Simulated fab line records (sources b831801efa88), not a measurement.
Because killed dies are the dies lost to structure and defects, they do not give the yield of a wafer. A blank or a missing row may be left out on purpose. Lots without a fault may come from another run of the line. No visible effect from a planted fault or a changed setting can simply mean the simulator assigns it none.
Struck lot and sound lot, side by side || flow sky130 || 15 out of 708 route steps
Sound: wafers L992.1, L992.2, L992.3. Struck: wafer L988.6. (L988.3, L988.5 of the same lot were not struck and are left out.) The cause comes at the end.
Each step with rows lists, per side, the tool, then ch with its chambers, then its first start. Under that, the readings that differ: sound wafers || struck wafers || difference of the means || sigmas: that difference in standard deviations of wafers without a fault.
alike: readings whose means differ by less than 2 such deviations, and words and numbers that are the same on both sides. not compared: withheld readings, readings that some wafer has no value for, bounds like >300 that may hide the same value, and numbers for which the record gives no deviation and whose values overlap.
The two part at a step that has a row with sigmas, a row that says differs or no value, or rows on one side only. When numbers do not overlap yet have no deviation, they are printed without sigmas and do not part them. Lack of a reading on every wafer of one side parts them only where that side has two or more wafers.

SKY_GATE_OXIDE_OVL_MEAS_10:
  sound: overlay-02 at day 18 10:45; struck: overlay-02 at day 17 04:52
  alike: GATE_OXIDE_OVL
then, 2 steps without rows for these wafers: SKY_GATE_OXIDE_IMPLANT_11; SKY_GATE_OXIDE_WET_ETCH_12 (etches SiO2 in dHF, target depth 16.8 nm, time 336 s).
SKY_GATE_OXIDE_STRIP_13: strips in O2/N2.
  sound on plasmaAsher-02 ch 0,1, day 18 11:02; struck on plasmaAsher-02 ch 1, day 17 05:10
  alike: drypumpMotorCurrentA, n2FlowSccm, oesProductAu, stripTimeToEndpointS
  not compared: rfHoursCounterH
SKY_GATE_OXIDE_TW_MEAS_14:
  sound: filmMetro-01 at day 18 11:08; struck: filmMetro-01 at day 17 05:16
  alike: GATE_OXIDE_TW
then, 3 steps without rows for these wafers: SKY_GATE_OXIDE_CLEAN_15 (cleans in SC1/SC2, time 150 s); SKY_GATE_OXIDE_OXIDATION_16 (stabilise 600 s, purge 300 s, target thk 3.57 nm); SKY_POLY_GATE_CVD_00 (deposits poly-Si, target thk 180 nm, time 720 s).
SKY_POLY_GATE_THK_MEAS_01:
  sound: filmMetro-01 at day 18 15:31; struck: filmMetro-04 at day 17 09:01
{"reading": "POLY_GATE_CVD_00_THK (nm)", "sound": "182.8 182.6 181.3", "struck": 177.9, "difference": -4.3, "sigmas": -3}
then, 3 steps without rows for these wafers: SKY_RES_PROTECT_DEHYDRATE_00 (time 60 s); SKY_RES_PROTECT_HMDS_01 (prime time 60 s); SKY_RES_PROTECT_COAT_02 (resist thk 1140 nm).
SKY_RES_PROTECT_SOFTBAKE_03: time 60 s.
  sound on lithoTrack-01 ch 0, day 19 06:09; struck on lithoTrack-03 ch 0, day 17 22:37
{"reading": "heaterPowerTotalW (W)", "sound": "56.60 56.54 56.63", "struck": 60.09, "difference": "+3.50", "sigmas": "+85"}
then, 1 step without rows for these wafers: SKY_RES_PROTECT_EXPOSE_04 (exposes mask RPM, target cd 1270 nm).
SKY_PAD_OPEN_PROBE_99:
  rows exist in the record for the sound wafers here (prober-02, day 48 21:52), none for the struck ones

== WHERE THEY PART ==
Earliest at SKY_POLY_GATE_THK_MEAS_01; latest, in this record, at SKY_PAD_OPEN_PROBE_99.

WHY: whatever the simulator had introduced
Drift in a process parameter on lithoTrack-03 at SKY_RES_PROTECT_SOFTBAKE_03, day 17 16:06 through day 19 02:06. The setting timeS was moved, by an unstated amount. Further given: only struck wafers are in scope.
